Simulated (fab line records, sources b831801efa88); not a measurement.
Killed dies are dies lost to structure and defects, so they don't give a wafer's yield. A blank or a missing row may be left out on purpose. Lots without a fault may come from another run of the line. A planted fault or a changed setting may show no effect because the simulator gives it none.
A struck lot beside a sound one | flow sky130 | 20 steps out of a route of 708
Sound: wafers L912.2, L912.3, L912.5. Struck: wafers L923.1, L923.4, L923.6. The cause comes at the end.
At each step with rows: each side's tool, then ch and its chambers, then its first start. Under that, the readings that differ: sound wafers | struck wafers | difference of the means | sigmas: that difference in standard deviations of wafers without a fault.
alike: readings whose means differ by less than 2 such deviations, and words and numbers that are the same on both sides. not compared: withheld readings, readings that some wafer has no value for, bounds like >300 that may hide the same value, and numbers for which the record gives no deviation and whose values overlap.
The two part at a step that has a row with sigmas, a row that says differs or no value, or rows on one side only. Numbers that don't overlap but have no deviation are shown without sigmas and don't part them. A reading that every wafer of one side lacks parts them only if that side has two wafers or more.

SKY_POLY_GATE_THK_MEAS_21:
  sound on film_metro-02, day 18 22:57; struck on film_metro-04, day 22 04:44
  alike: POLY_GATE_OXIDATION_THK
SKY_POLY_GATE_CD_MEAS_22:
  sound on cd_sem-01, day 18 23:02; struck on cd_sem-01, day 22 04:47
  alike: cd_nm
then, 7 steps without rows for these wafers: SKY_LDD_N_DEHYDRATE_00 (time 60 s); SKY_LDD_N_HMDS_01 (prime time 60 s); SKY_LDD_N_COAT_02 (resist thk 300 nm); SKY_LDD_N_SOFTBAKE_03 (time 60 s); SKY_LDD_N_EXPOSE_04 (exposes mask NTM, target cd 840 nm); SKY_LDD_N_PEB_05; SKY_LDD_N_DEVELOP_06 (develop time 60 s).
SKY_LDD_N_OVL_MEAS_07:
  sound on overlay-01, day 20 06:17; struck on overlay-01, day 23 10:25
  alike: LDD_N_OVL
then, 2 steps without rows for these wafers: SKY_LDD_N_IMPLANT_08; SKY_LDD_N_IMPLANT_09.
SKY_LDD_N_IMPLANT_10:
  sound on implanter-03 ch 0, day 20 06:38; struck on implanter-03, day 23 10:45
  no value came back on the struck wafers for beam_energy_keV, beam_on_s (s); on the sound wafers beam_energy_keV reads 19.998 20.010 20.012
then, 5 steps without rows for these wafers: SKY_LDD_N_IMPLANT_11; SKY_LDD_N_IMPLANT_12; SKY_LDD_N_IMPLANT_13; SKY_LDD_N_IMPLANT_14; SKY_LDD_N_IMPLANT_15.
SKY_LDD_N_STRIP_16: strips in O2/N2.
  sound on plasma_asher-04 ch 0,1, day 20 07:31; struck on plasma_asher-02 ch 0,1, day 23 11:39
  reading                      | sound             | struck            | difference | sigmas
  strip_time_to_endpoint_s (s) | 4.309 4.303 4.305 | 4.155 4.149 4.152 | -0.154     | -10
  alike: drypump_motor_current_A, n2_flow_sccm, oes_product_au
  not compared: rf_hours_counter_h
SKY_LDD_N_TW_MEAS_17:
  sound on film_metro-03, day 20 07:38; struck on film_metro-02, day 23 11:45
  reading  | sound          | struck         | difference | sigmas
  LDD_N_TW | 2548 2544 2544 | 2427 2433 2416 | -120       | -5

WHERE THEY PART
First at SKY_LDD_N_IMPLANT_10; last, within this record, at SKY_LDD_N_TW_MEAS_17.

WHY: what the simulator had put in
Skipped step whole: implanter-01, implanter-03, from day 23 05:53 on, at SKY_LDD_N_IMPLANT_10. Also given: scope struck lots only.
